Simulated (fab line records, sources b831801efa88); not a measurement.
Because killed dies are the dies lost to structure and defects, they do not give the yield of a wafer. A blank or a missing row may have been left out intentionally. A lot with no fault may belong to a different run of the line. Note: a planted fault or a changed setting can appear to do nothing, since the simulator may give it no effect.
Problem report in the 8D (eight disciplines) form, filled by code	flow sfq_line	the parts of the form that need people (team, actions taken, sign-off) are left out

1. WHAT WENT WRONG
At SFQ_TRILAYER_M5_LITHO_COAT_123, spin_speed_rpm averages 2951.6 rpm over 6 wafers from 2 lots, while fault-free wafers read 3000.1 rpm, standard deviation 1.8. That is -27 standard deviations from the usual mean.
The step: resist thk 600 nm.
The first sign was on wafer L486.1 at day 51 17:38, on litho_track-02. Wafers with a number at this step in the record: 18, from 6 lots. Rule for "out", or "out of limits": more than 4 standard deviations from the usual mean. The rest of the wafers with a number are treated as sound.

2. WHAT THIS IS AND IS NOT
question	is	is not
which readings at this step	spin_speed_rpm	resist_line_temp_C
which lots	L486, L488	L476, L495, L496, L497
which wafers of those lots	all that have a number	-
read on which tools	litho_track-02	litho_track-03, litho_track-04
when	from day 51 17:38	up to then (3 sound wafers); but 9 sound wafers of L495, L496, L497 came after

3. SUSPECTS, AND WHAT RULES EACH OUT
Counting: a tool at any process step up to the reading remains a suspect when it ran all the lots that are out and ran no sound lot after the first of those.
- cd_sem-01 at SFQ_TRILAYER_JJ_CE_METRO_MEASURE_117: ruled out as a lasting fault. Following L486 (day 51 14:37), the first lot on it that is out, the sound lots L496 were run on it.
- rie_metal-04 at SFQ_TRILAYER_JJ_CE_ETCH_RIE_118 (chemistry SF6, target Nb, stops on Al2O3, time 97.7 s, target depth 170 nm): ruled out as a lasting fault. Following L486 (day 51 15:55), the first lot on it that is out, the sound lots L497 were run on it.
- rie_metal-03 at SFQ_TRILAYER_JJ_CE_STRIP_STRIP_120 (strips in O2): ruled out as a lasting fault. Following L486 (day 51 16:34), the first lot on it that is out, the sound lots L496 were run on it.
- litho_track-02 at SFQ_TRILAYER_M5_LITHO_COAT_123 (resist thk 600 nm): kept. It ran every lot that is out, first L486 (day 51 17:38), and no sound lot after that. Out on those wafers are its own readings of spin_speed_rpm.
After counting, what remains is litho_track-02 at SFQ_TRILAYER_M5_LITHO_COAT_123.

4. THE CAUSE (what the simulator had put in)
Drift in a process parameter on litho_track-02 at SFQ_TRILAYER_M5_LITHO_COAT_123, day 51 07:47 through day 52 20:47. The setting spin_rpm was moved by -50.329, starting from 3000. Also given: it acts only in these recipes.
The count eliminated every tool but this one.

5. THE CHAIN OF EFFECTS, in route order
Rows list readings where the struck wafers' mean (over those with a number) sits beyond 3 standard deviations from the usual. Scope: only readings with a usual standard deviation given in the record; hours: median across lots of the time from each lot's start at the first step in this table that gives one to its start at this step; sigmas: change in usual standard deviations.
hours	step	reading	usual	on struck wafers	change	sigmas
0	SFQ_TRILAYER_M5_LITHO_COAT_123	spin_speed_rpm	3000.1 rpm	2951.6	-48.5	-27
Its process steps:
- SFQ_TRILAYER_M5_LITHO_COAT_123: resist thk 600 nm.
At these later measuring or inspecting steps, every struck wafer for which the step has a row has a number for every such reading, and none has moved that far: SFQ_M5_OVL_MEAS_932.

6. HOW IT WOULD HAVE BEEN CAUGHT EARLIER
In this record no reading fell out of limits until day 51 17:38, 10 hours after the fault had begun at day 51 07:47.
